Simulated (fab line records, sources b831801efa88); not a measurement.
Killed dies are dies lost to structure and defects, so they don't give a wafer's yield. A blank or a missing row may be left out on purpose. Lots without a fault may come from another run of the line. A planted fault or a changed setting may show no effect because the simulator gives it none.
Chamber matching | flow sky130 | SKY_CONTACT_CMP_27 on cmp-01: 4 sister chambers
The step polishes, stops on SiO2, t overpolish 15 s, target thk 0 nm. 14 wafers are shown with their chamber, then 7 later ones without.

WAFERS WITH THEIR CHAMBER
wafer  | chamber | motor_current_A (A) | edge_zone_pressure_frac | time_to_endpoint_s (s)
L245.2 | 1       | 10.8                | 1.008                   | 80.8
L245.4 | 3       | 9.3                 | 0.994                   | 80.3
L245.6 | 0       | 11.7                | 0.999                   | 85.2
L246.1 | 0       | 11.3                | 1.006                   | 81.2
L246.2 | 2       | 13.5                | 1.006                   | 78.0
L246.6 | 3       | 9.4                 | 0.996                   | 80.8
L248.1 | 0       | 11.4                | 0.993                   | 84.4
L248.5 | 0       | 11.0                | 1.004                   | 83.3
L248.6 | 1       | 11.4                | 1.007                   | 83.5
L249.1 | 2       | 13.3                | 0.999                   | 83.3
L249.2 | 0       | 11.1                | 1.007                   | 85.3
L249.5 | 0       | 11.2                | 1.000                   | 82.2
L252.3 | 0       | 10.9                | 0.993                   | 81.7
L252.4 | 2       | 12.9                | 1.000                   | 81.4

SIGNATURES (means of the wafers above)
reading                 | chamber 0 | chamber 1 | chamber 2 | chamber 3 | scatter within a chamber
motor_current_A         | 11.229    | 11.100    | 13.233    | 9.350     | 0.284
edge_zone_pressure_frac | 1.00029   | 1.00750   | 1.00167   | 0.99500   | 0.0048
time_to_endpoint_s      | 83.329    | 82.150    | 80.900    | 80.550    | 1.88
Rule: a wafer's distance from a chamber is the root of the sum, over the readings, of the square of ((its reading less the chamber's mean) divided by the reading's scatter). The wafer belongs to the nearest chamber; if the next one is less than 2 further off, it can't be placed. The scatter: the root of (the sum of the squares of (reading less its chamber's mean) over the shown wafers, divided by (wafers less chambers)).

WAFERS WITHOUT THEIR CHAMBER
wafer  | motor_current_A (A) | edge_zone_pressure_frac | time_to_endpoint_s (s)
L252.5 | 9.6                 | 0.993                   | 76.9
L255.2 | 13.3                | 0.993                   | 84.4
L255.3 | 11.3                | 1.002                   | 85.3
L255.5 | 13.7                | 0.999                   | 84.0
L256.1 | 9.6                 | 1.002                   | 80.3
L256.5 | 11.0                | 0.999                   | 84.2
L256.6 | 13.2                | 0.995                   | 87.9

WHICH CHAMBER EACH WENT THROUGH
wafer  | from the rows above     | in truth
L252.5 | 3                       | 3
L255.2 | 2                       | 2
L255.3 | can't be placed: 0 or 1 | 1
L255.5 | 2                       | 2
L256.1 | 3                       | 3
L256.5 | can't be placed: 0 or 1 | 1
L256.6 | 2                       | 2
Placed correctly: 5 of 7. Can't be placed from these rows: 2 (the true chamber is among the candidates in 2). Placed wrongly: 0.
